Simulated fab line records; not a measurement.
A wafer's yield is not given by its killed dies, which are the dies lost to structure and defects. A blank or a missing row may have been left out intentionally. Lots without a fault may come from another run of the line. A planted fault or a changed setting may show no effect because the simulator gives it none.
One fault seen from 2 desks / flow gf180mcu / only its own numbers are on each desk; what lay behind them is given at the end

## DESK OF THE TOOL OWNER: pvd_sputter-02
At GF_M4_SPUTTER_04 (material TiN, target thk 50 nm, time 41.7 s) the tool's own readings: per lot run on this tool, the mean of the sampled wafers that have a number. Any lot whose mean is over 4 standard deviations away from the usual mean is out of limits and marked OUT; that distance is given in the brackets.
Columns: A = throttle_valve_pct at GF_M4_SPUTTER_04, usual 29.8 %
lot=L934; first seen here=day 25 00:16; A=29.6
lot=L947; first seen here=day 28 22:27; A=29.3
lot=L950; first seen here=day 29 16:35; A=29.3
This desk's verdict: no lot among the 3 shows anything out of limits.

## AT THE METROLOGY DESK
Means of the sampled wafers that have a number, per lot and without regard to the tool the lot ran on: this is what the gauges read. Any lot whose mean is over 4 standard deviations away from the usual mean is out of limits and marked OUT; that distance is given in the brackets. Readings shown: 7 of its 9, picked as those furthest out on some lot.
Columns: A = V3_W_RS at GF_V3_RS_MEAS_24, usual 0.328 ohm/sq; B = V3_W_THK at GF_V3_THK_MEAS_25, usual 356 nm; C = M4_ALCU_RS at GF_M4_RS_MEAS_05, usual 0.0696 ohm/sq; D = M4_OVL at GF_M4_OVL_MEAS_15, usual 3 nm; E = V4_CVD_00_THK at GF_V4_THK_MEAS_01, usual 600 nm; F = V4_CVD_02_THK at GF_V4_THK_MEAS_03, usual 849 nm; G = V4_BOW at GF_V4_BOW_MEAS_05, usual 135 um
lot=L931; first seen here=day 24 02:06; A=0.330; B=349; C=0.0699; D=-0; E=599; F=853; G=133
lot=L934; first seen here=day 24 23:40; A=0.324; B=361; C=0.0695; D=11; E=598; F=863; G=131
lot=L939; first seen here=day 26 13:53; A=0.330; B=360; C=0.0693; D=-1; E=605; F=841; G=130
lot=L947; first seen here=day 28 21:47; A=0.332; B=346; C=0.0698; D=-5; E=599; F=843; G=145
lot=L948; first seen here=day 29 07:35; A=0.329; B=359; C=0.0692; D=-2; E=607; F=846; G=144
lot=L950; first seen here=day 29 15:51; A=0.334; B=354; C=0.0701; D=-4; E=600; F=843; G=145
This desk's verdict: no lot among the 6 shows anything out of limits.

## ALL TOGETHER
The tool owner's desk saw nothing out of limits.
The metrology desk saw nothing out of limits.

## WHAT THE SIMULATOR PUT IN
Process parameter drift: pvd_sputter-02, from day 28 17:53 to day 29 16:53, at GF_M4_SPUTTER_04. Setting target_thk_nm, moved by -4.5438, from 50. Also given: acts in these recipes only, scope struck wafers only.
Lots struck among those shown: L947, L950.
